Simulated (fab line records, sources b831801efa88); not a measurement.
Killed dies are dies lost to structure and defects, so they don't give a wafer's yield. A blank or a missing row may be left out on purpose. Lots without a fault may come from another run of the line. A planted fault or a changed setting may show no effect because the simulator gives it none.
fab line records | flow gf180mcu
record lots=15 wafers=45 last_day=34
route steps=602 shown VT_IMPLANT@135 POLY_GATE@158 SAB@265 V5@566
lots that met no fault: from a run of the same line without faults
start_h: hours from the record's first day to the start of the lot's first wafer shown | wait_h: hours since the lot's step before | " the same as in the row above | L1.1+2: a row that stands for several wafers | - no value, or no start given | * or withheld: withheld | < > ~ a bound
route shown NAME@n: a module of which the file shows steps, and the number in the route of the first | usual: mean/standard deviation of fault-free wafers | same: alike in all rows | chamber/n: place in a boat | sites: the reading at each site | _std_site: their standard deviation | _edge_site: outer sites' mean less inner sites' | radius_mm: how far each site lies from the wafer's centre | mask NAME#n: copy n | behind: the tool/chamber that last shaped the wafer | hold: why the lot was held/for how many hours/how that ended | device: the transistor (n, p or np) that didn't switch | end of line: the same wafers' tests at the end of the route | a step without rows: its recipe alone | killed: dies lost to structure and defects at the first sort, not the wafer's yield | map: a wafer's dies, x killed, . not, _ none there
set.NAME: the setting as run; set.NAME@STEP: as run at that earlier step | model.NAME: the simulator's own value behind a step, which no gauge read
steps of the route over a sample of lots; a table a step, a row a wafer
services: from which hour (start_h, from the record's first day; less than 0 if before it) a tool's chamber was out of use, for how many hours, and why
## steps
# step GF_VT_IMPLANT_RTA_45
# recipe temp_c=1050 time_s=30 ambient=N2
# usual lamp_power_pct=36.5/1.2 wafer_temp_C_max=1055.9/1.5
# columns lot.wafer tool chamber start_h wait_h lamp_power_pct wafer_temp_C_max
L674.1 rtp_anneal-01 0 157.33 0.0 37.6 1056.3
L674.4 " 0 " " 37.6 1055.0
L674.5 " 0 " " 37.6 1057.5
L676.1 rtp_anneal-01 0 171.34 0.0 37.5 1053.9
L676.3 " 0 " " 37.6 1055.1
L676.4 " 0 " " 37.6 1054.3
L678.1 rtp_anneal-01 0 186.01 0.0 37.6 1055.1
L678.3 " 0 " " 37.5 1056.4
L678.6 " 0 " " 37.6 1056.0
L680.1 rtp_anneal-02 0 199.98 0.0 35.1 1054.2
L680.3 " 0 " " 35.0 1055.2
L680.6 " 0 " " 35.1 1055.9
L682.3 rtp_anneal-02 0 212.91 0.0 35.1 1055.8
L682.4 " 0 " " 35.1 1054.5
L682.5 " 0 " " 35.1 1056.0
L684.4 rtp_anneal-01 0 229.35 0.1 37.5 1056.2
L684.5 " 0 " " 37.5 1057.1
L684.6 " 0 " " 37.6 1059.9
L686.3 rtp_anneal-01 0 239.65 0.0 37.6 1056.3
L686.4 " 0 " " 37.6 1056.2
L686.5 " 0 " " 37.6 1054.9
L687.1 rtp_anneal-02 0 245.08 0.0 35.1 1053.9
L687.3 " 0 " " 35.0 1055.1
L687.5 " 0 " " 35.1 1056.0
L688.3 rtp_anneal-01 0 254.49 0.0 37.6 1056.5
L688.4 " 0 " " 37.6 1056.9
L688.6 " 0 " " 37.6 1056.1
L689.1 rtp_anneal-02 0 260.48 0.0 35.1 1053.8
L689.4 " 0 " " 35.0 1055.5
L689.5 " 0 " " 35.0 1055.2
L692.2 rtp_anneal-01 0 278.73 0.0 37.6 1056.6
L692.3 " 0 " " 37.5 1059.6
L692.5 " 0 " " 37.6 1056.1
L694.3 rtp_anneal-01 0 295.26 0.0 37.5 1055.6
L694.4 " 0 " " 37.5 1054.6
L694.6 " 0 " " 37.6 1055.7
L695.1 rtp_anneal-02 0 297.83 0.0 35.1 1054.6
L695.3 " 0 " " 35.1 1055.2
L695.6 " 0 " " 35.1 1056.0
L696.1 rtp_anneal-01 0 306.56 0.0 37.5 1057.9
L696.5 " 0 " " 37.5 1058.4
L696.6 " 0 " " 37.5 1055.8
L697.3 rtp_anneal-01 0 315.87 0.0 37.6 1056.0
L697.4 " 0 " " 37.5 1057.8
L697.5 " 0 " " 37.6 1055.1
# step GF_POLY_GATE_THK_MEAS_01
# recipe reads=poly-Si_of_POLY_GATE_CVD_00
# usual POLY_GATE_CVD_00_THK=199.1/1.5
# columns lot.wafer tool chamber start_h wait_h POLY_GATE_CVD_00_THK[nm]
L674.1 film_metro-01 - 179.95 0.0 201.1
L674.4 " - " " 200.1
L674.5 " - " " 200.8
L676.1 film_metro-02 - 195.00 0.1 197.5
L676.3 " - " " 198.1
L676.4 " - " " 196.9
L678.1 film_metro-01 - 211.18 0.0 197.2
L678.3 " - " " 198.3
L678.6 " - " " 197.6
L680.1 film_metro-01 - 227.25 0.0 199.7
L680.3 " - " " 198.7
L680.6 " - " " 199.8
L682.3 film_metro-02 - 236.83 0.0 197.5
L682.4 " - " " 198.6
L682.5 " - " " 197.7
L684.4 film_metro-01 - 254.19 0.0 197.8
L684.5 " - " " 195.9
L684.6 " - " " 199.1
L686.3 film_metro-01 - 263.51 0.0 196.9
L686.4 " - " " 198.7
L686.5 " - " " 196.9
L687.1 film_metro-03 - 274.32 0.0 199.1
L687.3 " - " " 199.8
L687.5 " - " " 200.2
L688.3 film_metro-03 - 279.83 0.0 200.9
L688.4 " - " " 201.7
L688.6 " - " " 201.8
L689.1 film_metro-01 - 289.64 0.0 199.1
L689.4 " - " " 201.9
L689.5 " - " " 199.2
L692.2 film_metro-03 - 305.66 0.0 198.6
L692.3 " - " " 198.8
L692.5 " - " " 197.9
L694.3 film_metro-01 - 322.85 0.0 198.0
L694.4 " - " " 199.4
L694.6 " - " " 199.4
L695.1 film_metro-01 - 326.34 0.0 199.6
L695.3 " - " " 200.8
L695.6 " - " " 201.7
L696.1 film_metro-02 - 332.80 0.0 198.3
L696.5 " - " " 196.4
L696.6 " - " " 199.4
L697.3 film_metro-01 - 343.60 0.0 197.9
L697.4 " - " " 199.0
L697.5 " - " " 198.6
# step GF_SAB_THK_MEAS_01
# recipe reads=SiO2_of_SAB_CVD_00
# usual SAB_CVD_00_THK=50.1/0.61
# columns lot.wafer tool chamber start_h wait_h SAB_CVD_00_THK[nm]
L674.1 film_metro-04 - 319.78 0.0 49.6
L674.4 " - " " 50.5
L674.5 " - " " 50.7
L676.1 film_metro-01 - 334.82 0.0 49.8
L676.3 " - " " 49.0
L676.4 " - " " 50.7
L678.1 film_metro-02 - 356.57 0.0 49.8
L678.3 " - " " 50.0
L678.6 " - " " 51.4
L680.1 film_metro-04 - 377.61 0.0 49.2
L680.3 " - " " 50.1
L680.6 " - " " 49.9
L682.3 film_metro-01 - 390.68 0.0 49.0
L682.4 " - " " 51.0
L682.5 " - " " 50.3
L684.4 film_metro-02 - 410.13 0.0 50.8
L684.5 " - " " 49.8
L684.6 " - " " 50.3
L686.3 film_metro-02 - 423.84 0.0 49.8
L686.4 " - " " 51.0
L686.5 " - " " 50.8
L687.1 film_metro-02 - 431.94 0.0 50.4
L687.3 " - " " 50.2
L687.5 " - " " 50.7
L688.3 film_metro-01 - 442.20 0.0 49.1
L688.4 " - " " 50.1
L688.6 " - " " 50.7
L689.1 film_metro-02 - 452.02 0.0 49.2
L689.4 " - " " 49.4
L689.5 " - " " 49.7
L692.2 film_metro-02 - 471.93 0.0 49.9
L692.3 " - " " 49.0
L692.5 " - " " 49.4
L694.3 film_metro-02 - 493.28 0.0 49.5
L694.4 " - " " 50.0
L694.6 " - " " 50.3
L695.1 film_metro-01 - 496.66 0.0 49.4
L695.3 " - " " 49.5
L695.6 " - " " 51.0
L696.1 film_metro-02 - 504.22 0.0 48.8
L696.5 " - " " 50.3
L696.6 " - " " 50.1
L697.3 film_metro-04 - 515.23 0.0 50.1
L697.4 " - " " 50.9
L697.5 " - " " 50.5
# step GF_V5_CMP_26
# recipe stop_on=SiO2 down_force_psi=3.5 platen_rpm=60 t_overpolish_s=15 target_thk_nm=0 pad_velocity_m_s=0.94248
# usual edge_zone_pressure_frac=1.000/0.0048 head_pressure_psi=3.500/0.0078 motor_current_A=11.1/0.98 overpolish_run_s=14.999/0.009 time_to_endpoint_s=83/4.2
# columns lot.wafer tool chamber start_h wait_h edge_zone_pressure_frac head_pressure_psi motor_current_A overpolish_run_s time_to_endpoint_s
L674.4 cmp-02 1 631.47 0.1 0.991 3.494 12.1 15.001 87
L674.1 " 2 " " 1.005 3.505 10.2 14.993 90
L674.5 " 3 " " 1.006 3.501 10.1 15.013 92
L676.3 cmp-01 3 644.99 0.0 1.002 3.503 10.8 14.987 90
L676.1 " 1 " " 1.004 3.491 10.4 14.991 81
L676.4 " 2 " " 1.000 3.504 13.1 14.999 81
L678.3 cmp-01 3 667.85 0.1 1.002 3.504 11.7 14.998 89
L678.1 " 0 " " 1.003 3.505 10.7 14.985 79
L678.6 " 2 " " 0.997 3.512 13.0 14.994 87
L680.1 cmp-01 1 685.06 0.1 1.005 3.496 11.4 14.988 90
L680.3 " 2 " " 0.994 3.506 12.3 14.998 84
L680.6 " 1 " " 0.995 3.496 10.7 14.991 86
L682.3 cmp-01 3 694.81 0.0 0.991 3.494 12.1 14.988 87
L682.4 " 2 " " 1.001 3.516 12.6 14.995 86
L682.5 " 0 " " 1.000 3.497 12.3 14.999 81
L684.4 cmp-02 0 712.70 0.1 0.996 3.497 10.5 15.004 83
L684.6 " 3 " " 0.994 3.510 10.2 15.004 89
L684.5 " 0 " " 0.992 3.505 10.0 14.999 83
L686.4 cmp-02 1 721.94 0.1 1.001 3.508 12.2 14.999 80
L686.3 " 2 " " 1.005 3.504 10.0 14.992 80
L686.5 " 0 " " 1.014 3.510 10.2 15.007 79
L687.1 cmp-02 2 728.65 0.1 - - - - -
L687.3 " 3 " " - - - - -
L687.5 " 0 " " - - - - -
L688.3 cmp-01 1 734.27 0.0 - - - - -
L688.4 " 3 " " - - - - -
L688.6 " 1 " " - - - - -
L689.1 cmp-02 1 743.59 0.1 - - - - -
L689.4 " 2 " " - - - - -
L689.5 " 1 " " - - - - -
L692.2 cmp-02 0 757.37 0.1 0.997 3.514 10.6 14.998 79
L692.3 " 3 " " 0.996 3.501 10.1 14.989 82
L692.5 " 1 " " 1.003 3.503 12.0 14.999 79
L694.3 cmp-02 3 770.87 0.0 1.004 3.499 9.7 14.983 76
L694.4 " 1 " " 1.005 3.496 12.2 15.001 80
L694.6 " 3 " " 1.005 3.498 10.4 15.004 78
L695.3 cmp-02 1 774.85 0.2 1.003 3.511 11.9 14.987 78
L695.1 " 0 " " 0.999 3.516 10.5 14.996 72
L695.6 " 2 " " 1.002 3.500 9.9 15.003 76
L696.1 cmp-01 0 780.08 0.1 1.005 3.494 12.2 14.994 79
L696.6 " 2 " " 1.006 3.493 12.8 14.995 85
L696.5 " 3 " " 1.008 3.489 10.9 14.995 85
L697.4 cmp-01 2 786.00 0.3 0.996 3.496 12.5 15.002 86
L697.3 " 3 " " 1.008 3.496 11.1 15.012 88
L697.5 " 2 " " 1.002 3.504 12.8 15.003 83
## services
# columns tool chamber start_h hours kind
cmp-02 - 135.48 3.3 repair
cmp-02 - 138.72 1.0 repair
cmp-02 - 147.04 1.6 repair
cmp-01 - 150.75 2.9 repair
cmp-02 - 161.13 5.5 pm
cmp-02 - 171.44 1.1 repair
cmp-01 - 232.00 4.0 pm
cmp-02 - 241.18 8.9 pm
cmp-02 - 250.90 3.2 repair
rtp_anneal-01 - 323.31 2.9 pm
cmp-01 - 391.88 3.1 repair
cmp-01 - 395.02 11.6 pm
cmp-02 - 404.23 4.0 pm
cmp-01 - 436.01 2.5 repair
cmp-02 - 457.89 3.8 repair
cmp-02 - 523.37 2.8 repair
cmp-02 - 530.13 3.2 pm
cmp-02 - 589.51 1.9 repair
cmp-02 - 650.18 0.9 repair
cmp-02 - 658.63 2.1 repair
cmp-02 - 666.98 0.9 repair
cmp-02 - 744.23 4.0 pm
cmp-02 - 752.72 2.7 repair
cmp-02 - 777.29 7.9 pm
## key
first_sign step=GF_V5_CMP_26 reading=tool_record direction=missing
effect none on later readings
met_at GF_V5_CMP_26
struck_lots L687,L688,L689
later_rows_left_out L687.1,L687.3,L687.5,L688.3,L688.4,L688.6,L689.1,L689.4,L689.5
sort_left_out L687.1,L687.3,L687.5,L688.3,L688.4,L688.6,L689.1,L689.4,L689.5
not_acting_at GF_VT_IMPLANT_RTA_45,GF_POLY_GATE_THK_MEAS_01,GF_SAB_THK_MEAS_01
onset_between 721.94 728.65
fault kind=skipped_step_whole tool=cmp-01,cmp-02 chamber=- onset_h=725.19 steps=GF_V5_CMP_26 scope=struck_lots_only
# sort_left_out: the simulated sort isn't trusted on such a fault, so these wafers' sort isn't shown, and their yield isn't known
# later_rows_left_out: the simulator's readings of these wafers behind a module that went badly wrong aren't trusted and aren't shown, but for the sort
